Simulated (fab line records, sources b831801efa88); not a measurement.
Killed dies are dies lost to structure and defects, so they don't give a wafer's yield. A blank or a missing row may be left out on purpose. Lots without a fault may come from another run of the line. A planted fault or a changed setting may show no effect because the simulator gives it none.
Chamber matching | flow gf180mcu | GF_V5_CMP_26 on cmp-01: 4 sister chambers
The step polishes, stops on SiO2, t overpolish 15 s, target thk 0 nm. 8 wafers are shown with their chamber, then 9 later ones without.

WAFERS WITH THEIR CHAMBER
wafer  | chamber | motor_current_A (A) | overpolish_run_s (s)
L378.3 | 1       | 10.4                | 15.011
L383.4 | 2       | 10.0                | 14.997
L388.1 | 2       | 10.7                | 14.994
L388.3 | 0       | 11.2                | 15.016
L388.4 | 3       | 13.2                | 15.010
L390.1 | 0       | 10.0                | 15.001
L390.3 | 3       | 13.5                | 14.997
L390.4 | 1       | 9.8                 | 15.017

WAFERS WITHOUT THEIR CHAMBER
wafer  | motor_current_A (A) | overpolish_run_s (s)
L396.1 | 11.1                | 15.011
L396.4 | 10.4                | 15.001
L396.6 | 10.1                | 15.018
L397.1 | 11.0                | 15.007
L397.3 | 12.6                | 15.000
L397.6 | 10.7                | 15.003
L398.2 | 13.4                | 15.013
L398.3 | 10.6                | 14.999
L398.4 | 10.9                | 14.993

WHICH CHAMBER EACH WENT THROUGH
wafer  | from the rows above          | in truth
L396.1 | can't be placed: 0 or 1 or 2 | 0
L396.4 | can't be placed: 2 or 0 or 1 | 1
L396.6 | can't be placed: 1 or 0      | 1
L397.1 | can't be placed: 0 or 1 or 2 | 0
L397.3 | 3                            | 3
L397.6 | can't be placed: 0 or 2 or 1 | 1
L398.2 | 3                            | 3
L398.3 | can't be placed: 2 or 0 or 1 | 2
L398.4 | can't be placed: 2 or 0      | 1
Placed correctly: 2 of 9. Can't be placed from these rows: 7 (the true chamber is among the candidates in 6). Placed wrongly: 0.
How it was worked out, from the rows above alone: a wafer's distance from a chamber is the root of the sum, over the readings, of the square of ((its reading less the chamber's mean) divided by the reading's scatter). The wafer belongs to the nearest chamber; if the next one is less than 2 further off, it can't be placed. A chamber's mean is the mean of its shown wafers. The scatter: the root of (the sum of the squares of (reading less its chamber's mean) over the shown wafers, divided by (wafers less chambers)).
